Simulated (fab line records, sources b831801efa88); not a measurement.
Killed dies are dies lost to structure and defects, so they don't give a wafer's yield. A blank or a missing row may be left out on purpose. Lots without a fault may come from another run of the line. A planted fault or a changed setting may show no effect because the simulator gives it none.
Which tool did it? | flow sky130 | 11 lots, 33 wafers sampled, at 5 steps of a route of 708

WHAT THE GAUGES READ, wafer by wafer
SKY_LDD_P_CD_MEAS_07: target cd 380 nm.
lot  | measured     | on        | cd_nm (nm)
L360 | day 18 15:55 | cd_sem-02 | 378.9 378.0 378.2
L362 | day 19 08:36 | cd_sem-01 | 382.6 381.0 380.3
L365 | day 20 14:06 | cd_sem-01 | 375.5 375.9 375.6
L367 | day 21 14:03 | cd_sem-02 | 381.5 378.8 382.2
L368 | day 22 20:07 | cd_sem-02 | 379.3 374.7 377.2
L374 | day 24 04:19 | cd_sem-02 | 370.3 366.4 370.3
L376 | day 24 19:39 | cd_sem-01 | 371.5 372.5 372.4
L377 | day 25 00:49 | cd_sem-02 | 370.9 370.4 370.5
L381 | day 26 08:35 | cd_sem-01 | 382.7 381.0 383.3
L382 | day 26 17:40 | cd_sem-01 | 379.9 382.1 382.0
L383 | day 27 06:56 | cd_sem-02 | 384.8 385.3 384.3

SKY_SD_P_TW_MEAS_11.
lot  | measured     | on            | SD_P_TW
L360 | day 25 02:25 | film_metro-02 | 2877 2862 2865
L362 | day 25 19:50 | film_metro-02 | 2852 2854 2847
L365 | day 26 22:16 | film_metro-01 | 2818 2807 2815
L367 | day 27 21:40 | film_metro-02 | 2829 2834 2836
L368 | day 28 23:10 | film_metro-02 | 2844 2849 2856
L374 | day 30 05:46 | film_metro-01 | 2787 2807 2785
L376 | day 30 23:16 | film_metro-01 | 2801 2808 2801
L377 | day 31 02:31 | film_metro-03 | 2880 2900 2885
L381 | day 32 09:01 | film_metro-02 | 2835 2846 2852
L382 | day 32 18:10 | film_metro-03 | 2888 2878 2879
L383 | day 33 04:41 | film_metro-02 | 2836 2859 2831

SKY_LOCAL_INTERCONNECT_RS_MEAS_01: measures by four-point-probe.
lot  | measured     | on            | LOCAL_INTERCONNECT_TIN_RS (ohm/sq)
L360 | day 28 20:04 | film_metro-02 | 14.18 14.46 14.10
L362 | day 29 13:31 | film_metro-02 | 14.20 14.18 14.14
L365 | day 30 15:02 | film_metro-02 | 14.36 13.95 14.10
L367 | day 31 12:17 | film_metro-02 | 14.40 14.14 14.23
L368 | day 32 13:07 | film_metro-02 | 14.08 14.11 14.07
L374 | day 33 19:38 | film_metro-02 | 14.18 13.93 14.17
L376 | day 34 12:20 | film_metro-04 | 14.08 14.12 14.24
L377 | day 34 16:00 | film_metro-02 | 14.12 14.15 14.29
L381 | day 35 21:41 | film_metro-04 | 14.23 14.06 14.18
L382 | day 36 05:54 | film_metro-04 | 14.13 14.19 14.11
L383 | day 36 16:31 | film_metro-02 | 14.09 14.14 14.21

WHICH TOOL RAN EACH LOT (tool, then ch and the chambers of the sampled wafers, then the start)
lot  | SKY_LDD_P_COAT_02                 | SKY_LDD_P_STRIP_10
L360 | litho_track-03 ch 0, day 18 00:20 | plasma_asher-01 ch 0,1, day 18 16:13
L362 | litho_track-01 ch 0, day 18 18:04 | plasma_asher-02 ch 0,1, day 19 08:54
L365 | litho_track-03 ch 0, day 19 23:16 | plasma_asher-01 ch 0,1, day 20 14:25
L367 | litho_track-02 ch 0, day 20 22:06 | plasma_asher-02 ch 0,1, day 21 14:22
L368 | litho_track-01 ch 0, day 22 04:10 | plasma_asher-01 ch 0,1, day 22 20:25
L374 | litho_track-03 ch 0, day 23 12:44 | plasma_asher-01 ch 1, day 24 04:37
L376 | litho_track-03 ch 0, day 24 05:10 | plasma_asher-03 ch 0,1, day 24 19:58
L377 | litho_track-03 ch 0, day 24 09:49 | plasma_asher-02 ch 0,1, day 25 01:07
L381 | litho_track-02 ch 0, day 25 17:47 | plasma_asher-01 ch 0,1, day 26 08:53
L382 | litho_track-02 ch 0, day 26 02:42 | plasma_asher-01 ch 0,1, day 26 17:58
L383 | litho_track-02 ch 0, day 26 16:59 | plasma_asher-03 ch 0,1, day 27 07:13
- SKY_LDD_P_COAT_02: resist thk 1140 nm.
- SKY_LDD_P_STRIP_10: strips in O2/N2.

WHAT THE TOOLS THEMSELVES READ (means of the sampled wafers that have a number; where no wafer has one, the mark that the record gives instead)
SKY_LDD_P_COAT_02.
lot  | tool           | exhaust_pa (Pa)
L360 | litho_track-03 | 45.0
L362 | litho_track-01 | 45.0
L365 | litho_track-03 | 46.0
L367 | litho_track-02 | 45.0
L368 | litho_track-01 | 44.4
L374 | litho_track-03 | 45.3
L376 | litho_track-03 | 45.8
L377 | litho_track-03 | 45.4
L381 | litho_track-02 | 44.9
L382 | litho_track-02 | 45.1
L383 | litho_track-02 | 44.9

SKY_LDD_P_STRIP_10.
lot  | tool            | drypump_motor_current_A (A) | oes_product_au (a.u.) | strip_time_to_endpoint_s (s)
L360 | plasma_asher-01 | 5.63                        | 0.712                 | 14.15
L362 | plasma_asher-02 | 5.53                        | 0.709                 | 14.14
L365 | plasma_asher-01 | 5.80                        | 0.718                 | 14.21
L367 | plasma_asher-02 | 5.65                        | 0.717                 | 14.20
L368 | plasma_asher-01 | 5.82                        | 0.713                 | 14.19
L374 | plasma_asher-01 | 6.01                        | 0.715                 | 15.66
L376 | plasma_asher-03 | 5.88                        | 0.713                 | 15.64
L377 | plasma_asher-02 | 5.64                        | 0.714                 | 15.60
L381 | plasma_asher-01 | 5.82                        | 0.717                 | 14.19
L382 | plasma_asher-01 | 5.62                        | 0.717                 | 14.21
L383 | plasma_asher-03 | 5.87                        | 0.717                 | 14.20

THE ANSWER, worked out from the rows above alone
Rule: what is usual is taken from the lots themselves. Put in order of their means at a reading, lots are off if they are a third of the lots or fewer, leave a main group of 4 or more, and stand apart from it by a gap of 3 or more times the standard deviation of the main group's means; of several such gaps the widest counts. A main group whose means are all the same, to the digits that the tables above print for the reading, isn't used. A lot without any number at a reading at which 4 lots or more have one is off too. The other lots that the step has rows for count as sound. The gauges are gone through in route order, then the tools' own readings, and for those a lot's mean is taken as printed above. The first step at which some lot is off is used, and at that step the reading that is off furthest; a lot without a number counts as furthest.
Off: L374, L376, L377, at SKY_LDD_P_STRIP_10 (strip_time_to_endpoint_s). The main group: mean 14.19 s, standard deviation 0.025.
A tool fits if, at that step or a process step before it, it ran every lot that is off, and no sound lot after the first of them. One fits: litho_track-03 at SKY_LDD_P_COAT_02. Its last sound lot is L365 (day 19 23:16), its first lot that is off L374 (day 23 12:44): a fault that began between those two fits.

WHAT THE SIMULATOR HAD PUT IN
Process parameter drift: litho_track-03, from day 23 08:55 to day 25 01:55, at SKY_LDD_P_COAT_02. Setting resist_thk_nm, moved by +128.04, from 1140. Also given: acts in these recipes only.
Lots struck among those shown: L374, L376, L377. The rule above found the same.
